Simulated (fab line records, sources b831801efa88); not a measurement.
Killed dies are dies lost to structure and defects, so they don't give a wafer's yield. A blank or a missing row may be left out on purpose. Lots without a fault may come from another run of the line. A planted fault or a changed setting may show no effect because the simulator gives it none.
fab line records | flow gf180mcu
record lots=12 wafers=36 last_day=34
route steps=602 shown MVSD@75 VT_IMPLANT@108 NWELL@137 POLY_GATE@158 PSD@261
lots that met no fault: from a run of the same line without faults
start_h: hours from the record's first day to the start of the lot's first wafer shown | wait_h: hours since the lot's step before | " the same as in the row above | L1.1+2: a row that stands for several wafers | - no value, or no start given | * or withheld: withheld | < > ~ a bound
route shown NAME@n: a module of which the file shows steps, and the number in the route of the first | usual: mean/standard deviation of fault-free wafers | same: alike in all rows | chamber/n: place in a boat | sites: the reading at each site | _std_site: their standard deviation | _edge_site: outer sites' mean less inner sites' | radius_mm: how far each site lies from the wafer's centre | mask NAME#n: copy n | behind: the tool/chamber that last shaped the wafer | hold: why the lot was held/for how many hours/how that ended | device: the transistor (n, p or np) that didn't switch | end of line: the same wafers' tests at the end of the route | a step without rows: its recipe alone | killed: dies lost to structure and defects at the first sort, not the wafer's yield | map: a wafer's dies, x killed, . not, _ none there
set.NAME: the setting as run; set.NAME@STEP: as run at that earlier step | model.NAME: the simulator's own value behind a step, which no gauge read
steps of the route over a sample of lots; a table a step, a row a wafer
services: from which hour (start_h, from the record's first day; less than 0 if before it) a tool's chamber was out of use, for how many hours, and why
## steps
# step GF_MVSD_IMPLANT_09
# recipe species=P energy_kev=100 dose_cm2=5e+12 tilt_deg=0
# usual dose_ions_cm2=5e+12/5.5e+09 faraday_current_uA=28.2/0.57
# columns lot.wafer tool chamber start_h wait_h dose_ions_cm2 faraday_current_uA
L360.1 implanter-01 0 98.42 0.1 5e+12 27.9
L360.3 " 0 " " 4.996e+12 28.0
L360.5 " 0 " " 5.005e+12 26.8
L361.1 implanter-01 0 100.12 0.1 5.007e+12 28.8
L361.2 " 0 " " 5.006e+12 27.7
L361.4 " 0 " " 5e+12 28.1
L362.3 implanter-03 0 106.87 0.1 4.998e+12 28.5
L362.5 " 0 " " 4.995e+12 29.8
L362.6 " 0 " " 4.987e+12 28.0
L364.3 implanter-03 0 117.05 0.1 4.996e+12 27.6
L364.5 " 0 " " 4.996e+12 28.6
L364.6 " 0 " " 5e+12 29.0
L365.2 implanter-04 0 124.00 0.1 5.004e+12 28.5
L365.3 " 0 " " 5.008e+12 28.2
L365.6 " 0 " " 5.003e+12 27.9
L369.1 implanter-01 0 146.34 0.1 5.004e+12 27.2
L369.3 " 0 " " 4.995e+12 28.0
L369.5 " 0 " " 4.995e+12 27.8
L370.1 implanter-01 0 150.22 0.1 4.992e+12 28.1
L370.3 " 0 " " 5.005e+12 26.9
L370.4 " 0 " " 5e+12 28.2
L372.1 implanter-01 0 164.14 0.1 3.082e+12 17.7
L372.4 " 0 " " 3.079e+12 16.6
L372.6 " 0 " " 3.074e+12 17.6
L373.2 implanter-01 0 172.25 0.1 3.079e+12 16.7
L373.3 " 0 " " 3.074e+12 17.3
L373.4 " 0 " " 3.079e+12 17.6
L374.1 implanter-03 0 176.24 0.1 5.002e+12 27.9
L374.4 " 0 " " 4.999e+12 28.6
L374.6 " 0 " " 4.996e+12 28.1
L377.2 implanter-04 0 192.72 0.1 5.001e+12 28.0
L377.3 " 0 " " 5.004e+12 28.3
L377.4 " 0 " " 5.01e+12 28.9
L381.2 implanter-03 0 218.62 0.1 4.994e+12 28.9
L381.5 " 0 " " 5.007e+12 27.4
L381.6 " 0 " " 4.997e+12 27.5
# step GF_VT_IMPLANT_OVL_MEAS_18
# usual VT_IMPLANT_01_OVL=-0.3/0.91
# columns lot.wafer tool chamber start_h wait_h VT_IMPLANT_01_OVL[nm]
L360.1 overlay-02 - 143.90 0.1 0.5
L360.3 " - " " 0.6
L360.5 " - " " -0.7
L361.1 overlay-01 - 145.88 0.1 -1.0
L361.2 " - " " -0.4
L361.4 " - " " -0.6
L362.3 overlay-01 - 153.17 0.1 -0.3
L362.5 " - " " 0.1
L362.6 " - " " 0.6
L364.3 overlay-01 - 164.76 0.1 -0.5
L364.5 " - " " -0.2
L364.6 " - " " -2.7
L365.2 overlay-01 - 170.71 0.1 -0.6
L365.3 " - " " 0.2
L365.6 " - " " 1.2
L369.1 overlay-02 - 195.41 0.1 -0.6
L369.3 " - " " -0.5
L369.5 " - " " -1.2
L370.1 overlay-02 - 200.96 0.1 -1.9
L370.3 " - " " -0.8
L370.4 " - " " -0.8
L372.1 overlay-02 - 214.58 0.1 -1.3
L372.4 " - " " -0.7
L372.6 " - " " -1.6
L373.2 overlay-01 - 224.94 0.1 -0.3
L373.3 " - " " -0.8
L373.4 " - " " 0.7
L374.1 overlay-02 - 228.93 0.1 0.1
L374.4 " - " " 1.2
L374.6 " - " " 0.6
L377.2 overlay-01 - 246.74 0.1 -1.6
L377.3 " - " " -1.2
L377.4 " - " " -0.7
L381.2 overlay-01 - 276.84 0.1 -0.4
L381.5 " - " " -0.3
L381.6 " - " " 0.6
# step GF_VT_IMPLANT_RS_MEAS_46
# recipe thk_meas_gauge=four-point-probe
# usual MVSD_RS=456.6/1
# columns lot.wafer tool chamber start_h wait_h hold MVSD_RS[ohm/sq]
L360.1 film_metro-03 - 176.03 0.1 - 455.7
L360.3 " - " " - 457.2
L360.5 " - " " - 457.3
L361.1 film_metro-04 - 178.58 0.1 - 456.8
L361.2 " - " " - 456.9
L361.4 " - " " - 457.0
L362.3 film_metro-04 - 185.94 0.1 - 457.1
L362.5 " - " " - 457.4
L362.6 " - " " - 457.3
L364.3 film_metro-02 - 199.57 0.1 - 456.4
L364.5 " - " " - 454.9
L364.6 " - " " - 454.5
L365.2 film_metro-04 - 205.15 0.1 - 456.7
L365.3 " - " " - 456.9
L365.6 " - " " - 456.0
L369.1 film_metro-03 - 231.08 0.1 - 454.9
L369.3 " - " " - 455.4
L369.5 " - " " - 455.9
L370.1 film_metro-03 - 237.30 0.1 - 458.0
L370.3 " - " " - 456.3
L370.4 " - " " - 457.0
L372.1 film_metro-03 - 252.43 0.1 await_dispo/0.2h/release 490.8
L372.4 " - " " await_dispo/0.2h/release 490.8
L372.6 " - " " await_dispo/0.2h/release 489.2
L372.1 film_metro-03 - 252.79 0.3 - 489.9
L372.4 " - " " - 490.6
L372.6 " - " " - 489.4
L373.2 film_metro-04 - 262.92 0.1 await_dispo/0.2h/release 489.0
L373.3 " - " " await_dispo/0.2h/release 488.9
L373.4 " - " " await_dispo/0.2h/release 489.7
L373.2 film_metro-04 - 263.28 0.3 - 488.5
L373.3 " - " " - 489.4
L373.4 " - " " - 490.2
L374.1 film_metro-03 - 267.33 0.1 - 456.6
L374.4 " - " " - 456.7
L374.6 " - " " - 457.1
L377.2 film_metro-03 - 287.40 0.1 - 456.9
L377.3 " - " " - 456.6
L377.4 " - " " - 458.7
L381.2 film_metro-03 - 317.87 0.1 - 456.3
L381.5 " - " " - 457.5
L381.6 " - " " - 456.1
# step GF_VT_IMPLANT_RS_MEAS_47
# recipe thk_meas_gauge=four-point-probe
# usual NWELL_RS=488.2/1.3
# columns lot.wafer tool chamber start_h wait_h hold NWELL_RS[ohm/sq]
L360.1 film_metro-03 - 176.15 0.1 - 488.3
L360.3 " - " " - 488.0
L360.5 " - " " - 489.5
L361.1 film_metro-04 - 178.70 0.1 - 488.4
L361.2 " - " " - 486.7
L361.4 " - " " - 487.3
L362.3 film_metro-04 - 186.06 0.1 - 488.3
L362.5 " - " " - 486.7
L362.6 " - " " - 486.7
L364.3 film_metro-02 - 199.69 0.1 - 487.1
L364.5 " - " " - 487.2
L364.6 " - " " - 489.2
L365.2 film_metro-04 - 205.27 0.1 - 485.0
L365.3 " - " " - 485.6
L365.6 " - " " - 486.3
L369.1 film_metro-03 - 231.20 0.1 - 488.8
L369.3 " - " " - 487.9
L369.5 " - " " - 488.3
L370.1 film_metro-03 - 237.42 0.1 - 488.7
L370.3 " - " " - 488.6
L370.4 " - " " - 489.9
L372.1 film_metro-03 - 254.75 1.9 await_dispo/1.8h/release 487.1
L372.4 " - " " await_dispo/1.8h/release 489.0
L372.6 " - " " await_dispo/1.8h/release 488.7
L373.2 film_metro-04 - 265.87 2.6 await_dispo/2.5h/release 489.2
L373.3 " - " " await_dispo/2.5h/release 488.8
L373.4 " - " " await_dispo/2.5h/release 488.9
L374.1 film_metro-03 - 267.45 0.1 - 488.3
L374.4 " - " " - 488.2
L374.6 " - " " - 488.9
L377.2 film_metro-03 - 287.52 0.1 - 491.4
L377.3 " - " " - 490.1
L377.4 " - " " - 490.8
L381.2 film_metro-03 - 317.99 0.1 - 488.3
L381.5 " - " " - 489.0
L381.6 " - " " - 487.4
# step GF_POLY_GATE_THK_MEAS_01
# recipe reads=poly-Si_of_POLY_GATE_CVD_00
# usual POLY_GATE_CVD_00_THK=199.7/1.8
# columns lot.wafer tool chamber start_h wait_h POLY_GATE_CVD_00_THK[nm]
L360.1 film_metro-04 - 198.01 0.0 199.7
L360.3 " - " " 201.9
L360.5 " - " " 199.7
L361.1 film_metro-04 - 201.63 0.0 201.2
L361.2 " - " " 200.7
L361.4 " - " " 201.3
L362.3 film_metro-03 - 209.85 0.0 200.1
L362.5 " - " " 199.6
L362.6 " - " " 198.5
L364.3 film_metro-01 - 225.26 0.0 200.0
L364.5 " - " " 201.3
L364.6 " - " " 201.3
L365.2 film_metro-04 - 229.78 0.0 199.8
L365.3 " - " " 201.8
L365.6 " - " " 200.1
L369.1 film_metro-04 - 254.95 0.0 199.5
L369.3 " - " " 199.6
L369.5 " - " " 200.0
L370.1 film_metro-03 - 262.26 0.0 200.0
L370.3 " - " " 201.8
L370.4 " - " " 201.0
L372.1 film_metro-03 - 278.49 0.0 199.1
L372.4 " - " " 198.9
L372.6 " - " " 200.2
L373.2 film_metro-01 - 287.97 0.0 198.5
L373.3 " - " " 200.5
L373.4 " - " " 200.0
L374.1 film_metro-04 - 293.66 0.0 200.0
L374.4 " - " " 201.6
L374.6 " - " " 200.3
L377.2 film_metro-01 - 312.75 0.0 196.9
L377.3 " - " " 198.9
L377.4 " - " " 199.0
L381.2 film_metro-01 - 345.38 0.0 195.8
L381.5 " - " " 193.6
L381.6 " - " " 193.3
# step GF_PSD_RTA_13
# recipe temp_c=1025 time_s=20 ambient=N2
# usual lamp_power_pct=32.6/2.5 wafer_temp_C_max=1029.2/1.2
# columns lot.wafer tool chamber start_h wait_h lamp_power_pct wafer_temp_C_max
L360.1 rtp_anneal-01 0 340.10 0.0 30.3 1029.9
L360.3 " 0 " " 30.3 1030.0
L360.5 " 0 " " 30.4 1032.9
L361.1 rtp_anneal-02 0 344.02 0.0 35.4 1028.7
L361.2 " 0 " " 35.4 1029.3
L361.4 " 0 " " 35.3 1029.1
L362.3 rtp_anneal-02 0 356.44 0.0 35.3 1028.0
L362.5 " 0 " " 35.4 1028.8
L362.6 " 0 " " 35.3 1029.1
L364.3 rtp_anneal-02 0 373.35 0.0 35.4 1028.0
L364.5 " 0 " " 35.4 1027.7
L364.6 " 0 " " 35.4 1027.4
L365.2 rtp_anneal-01 0 379.48 0.0 30.4 1029.2
L365.3 " 0 " " 30.3 1029.9
L365.6 " 0 " " 30.3 1029.2
L369.1 rtp_anneal-02 0 409.01 0.0 35.3 1028.5
L369.3 " 0 " " 35.4 1026.9
L369.5 " 0 " " 35.4 1027.9
L370.1 rtp_anneal-01 0 418.96 0.0 30.3 1030.6
L370.3 " 0 " " 30.3 1029.9
L370.4 " 0 " " 30.3 1031.4
L372.1 rtp_anneal-01 0 438.57 0.0 30.3 1030.3
L372.4 " 0 " " 30.3 1029.7
L372.6 " 0 " " 30.3 1029.5
L373.2 rtp_anneal-01 0 451.08 0.0 30.3 1028.2
L373.3 " 0 " " 30.3 1029.2
L373.4 " 0 " " 30.3 1031.0
L374.1 rtp_anneal-01 0 457.75 0.0 30.4 1031.0
L374.4 " 0 " " 30.3 1031.3
L374.6 " 0 " " 30.4 1032.4
L377.2 rtp_anneal-01 0 480.81 0.0 30.3 1028.7
L377.3 " 0 " " 30.3 1031.0
L377.4 " 0 " " 30.3 1030.0
L381.2 rtp_anneal-02 0 517.22 0.0 35.4 1027.5
L381.5 " 0 " " 35.4 1028.4
L381.6 " 0 " " 35.3 1028.8
## services
# columns tool chamber start_h hours kind
implanter-01 - 75.39 1.9 repair
implanter-04 - 78.78 22.4 pm
implanter-03 - 93.83 4.9 pm
implanter-04 - 101.22 3.8 pm
implanter-03 - 127.00 2.7 pm
implanter-04 - 140.47 2.7 pm
implanter-01 - 157.58 1.1 repair
implanter-03 - 183.75 2.6 repair
implanter-03 - 200.05 3.0 repair
implanter-03 - 229.52 18.9 repair
rtp_anneal-01 - 237.14 2.2 pm
implanter-03 - 336.41 3.3 repair
implanter-03 - 357.60 1.8 repair
implanter-04 - 389.88 2.9 repair
implanter-04 - 396.34 3.8 pm
implanter-03 - 444.46 0.6 repair
implanter-01 - 450.55 4.5 pm
implanter-03 - 485.52 6.0 repair
implanter-03 - 494.44 1.1 repair
implanter-03 - 515.44 3.2 repair
## key
first_sign step=GF_MVSD_IMPLANT_09 reading=dose_ions_cm2 direction=down sigmas=99+ usual=5e+12 struck=3.078e+12
effect step=GF_MVSD_IMPLANT_09 reading=faraday_current_uA direction=down sigmas=19 usual=28.2 struck=17.3
effect step=GF_VT_IMPLANT_RS_MEAS_46 reading=MVSD_RS direction=up sigmas=32 usual=456.6 struck=489.7
met_at GF_MVSD_IMPLANT_09
struck_lots L372,L373
tester_left_out L372,L373
not_acting_at GF_VT_IMPLANT_OVL_MEAS_18,GF_POLY_GATE_THK_MEAS_01,GF_PSD_RTA_13
onset_between 150.22 164.14
fault kind=process_parameter_drift tool=implanter-01 chamber=- onset_h=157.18 steps=GF_MVSD_IMPLANT_09 channel=dose_cm2 offset=-1.9253e+12 shape=step end_h=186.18 acts_in=these_recipes_only stated=5e+12
# tester_left_out: of these lots the tester's yield and bins aren't shown, on N5 and GAA mostly nor the transistor test; their killed dies are dies lost to structure and defects alone, not to doping, threshold or leakage, so they don't give the yield
